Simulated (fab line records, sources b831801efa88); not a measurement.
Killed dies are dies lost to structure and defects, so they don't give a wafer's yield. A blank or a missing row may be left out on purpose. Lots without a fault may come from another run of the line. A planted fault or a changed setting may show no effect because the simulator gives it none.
Tool commonality check | flow gf180mcu | 13 lots, 39 wafers sampled

WHY IT WAS OPENED
At GF_NWELL_TW_MEAS_11 the reading NWELL_TW is flagged on 2 of 13 lots. Wafers without a fault read 1574, standard deviation 8.1.
Rule: a lot is flagged when every wafer of it that has a number lies more than 4 standard deviations from that mean, or none has a number. The other lots count as sound.

lot  | measured    | on            | NWELL_TW, wafer by wafer | flag
L900 | day 3 06:21 | film_metro-04 | 1581 1567 1577           |
L901 | day 3 13:37 | film_metro-04 | 1572 1572 1581           |
L902 | day 3 18:00 | film_metro-01 | 1567 1568 1577           |
L903 | day 3 23:56 | film_metro-01 | 1562 1568 1563           |
L905 | day 4 10:19 | film_metro-04 | 1578 1582 1578           |
L906 | day 4 16:35 | film_metro-04 | 1585 1586 1584           |
L907 | day 4 21:34 | film_metro-01 | 1576 1580 1572           |
L908 | day 5 03:08 | film_metro-01 | 1562 1563 1567           |
L911 | day 5 19:46 | film_metro-01 | 1572 1573 1575           |
L919 | day 7 14:30 | film_metro-02 | 1526 1526 1530           | FLAGGED
L920 | day 8 02:29 | film_metro-02 | 1540 1537 1535           | FLAGGED
L921 | day 8 02:47 | film_metro-02 | 1560 1574 1567           |
L922 | day 8 10:59 | film_metro-04 | 1587 1577 1581           |
The numbers of the flagged lots are 1532 on average: -42 against the usual, or -5 standard deviations.

WHICH TOOL RAN EACH LOT
The record holds 2 process steps before the reading, out of a route of 602 steps. In each cell: the tool, then ch and the chambers that the sampled wafers went through, then the start.
lot  | flag    | GF_STI_STRIP_15                     | GF_NWELL_IMPLANT_09
L900 |         | plasma_asher-02 ch 0,1, day 2 01:26 | implanter-04 ch 0, day 3 06:06
L901 |         | plasma_asher-02 ch 0,1, day 2 08:20 | implanter-04 ch 0, day 3 13:22
L902 |         | plasma_asher-04 ch 0,1, day 2 12:13 | implanter-03 ch 0, day 3 17:45
L903 |         | plasma_asher-02 ch 0,1, day 2 16:32 | implanter-03 ch 0, day 3 23:43
L905 |         | plasma_asher-02 ch 0,1, day 3 03:15 | implanter-04 ch 0, day 4 10:06
L906 |         | plasma_asher-02 ch 0,1, day 3 08:59 | implanter-01 ch 0, day 4 16:20
L907 |         | plasma_asher-04 ch 0,1, day 3 13:50 | implanter-04 ch 0, day 4 21:19
L908 |         | plasma_asher-02 ch 0,1, day 3 18:34 | implanter-04 ch 0, day 5 02:55
L911 |         | plasma_asher-04 ch 0,1, day 4 10:46 | implanter-04 ch 0, day 5 19:33
L919 | FLAGGED | plasma_asher-02 ch 0,1, day 6 03:50 | implanter-04 ch 0, day 7 14:16
L920 | FLAGGED | plasma_asher-03 ch 0,1, day 6 08:46 | implanter-04 ch 0, day 8 02:14
L921 |         | plasma_asher-03 ch 0,1, day 6 14:22 | implanter-03 ch 0, day 8 02:32
L922 |         | plasma_asher-04 ch 0,1, day 6 19:13 | implanter-03 ch 0, day 8 10:44
What these steps do:
- GF_STI_STRIP_15: strips in O2/N2.
- GF_NWELL_IMPLANT_09
- GF_NWELL_TW_MEAS_11

FLAGGED OVER TOTAL, TOOL BY TOOL (the gauges that took the reading come last)
step                | tool            | lots run | flagged | share of the flagged lots | sound lots run after its first flagged lot
GF_STI_STRIP_15     | plasma_asher-02 | 7        | 1       | some                      | 0
GF_STI_STRIP_15     | plasma_asher-03 | 2        | 1       | some                      | 1 (L921)
GF_STI_STRIP_15     | plasma_asher-04 | 4        | 0       | none                      | -
GF_NWELL_IMPLANT_09 | implanter-01    | 1        | 0       | none                      | -
GF_NWELL_IMPLANT_09 | implanter-03    | 4        | 0       | none                      | -
GF_NWELL_IMPLANT_09 | implanter-04    | 8        | 2       | all                       | 0
GF_NWELL_TW_MEAS_11 | film_metro-01   | 5        | 0       | none                      | -
GF_NWELL_TW_MEAS_11 | film_metro-02   | 3        | 2       | all                       | 1 (L921)
GF_NWELL_TW_MEAS_11 | film_metro-04   | 5        | 0       | none                      | -

WHAT THE TABLE ALLOWS
2 rows of the table ran every flagged lot: implanter-04 at GF_NWELL_IMPLANT_09, film_metro-02 at GF_NWELL_TW_MEAS_11.
- implanter-04 at GF_NWELL_IMPLANT_09: 2 of its 8 lots flagged. Its last sound lot is L911 (day 5 19:33), its first flagged lot L919 (day 7 14:16): a fault that began between those two fits. Its own readings lie more than 4 standard deviations out on every wafer of the flagged lots: dose_ions_cm2, faraday_current_uA.
- film_metro-02 at GF_NWELL_TW_MEAS_11: 2 of its 3 lots flagged. Sound lots ran on it after the first flagged one (L921), which a lasting fault on the whole tool wouldn't allow.
One tool is left: implanter-04 at GF_NWELL_IMPLANT_09.

WHAT THE SIMULATOR HAD PUT IN
Process parameter drift: implanter-04, from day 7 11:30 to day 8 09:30, at GF_NWELL_IMPLANT_09. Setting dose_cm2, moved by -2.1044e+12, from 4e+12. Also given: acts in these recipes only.
Lots struck among those shown: L919, L920. The rule above found the same.
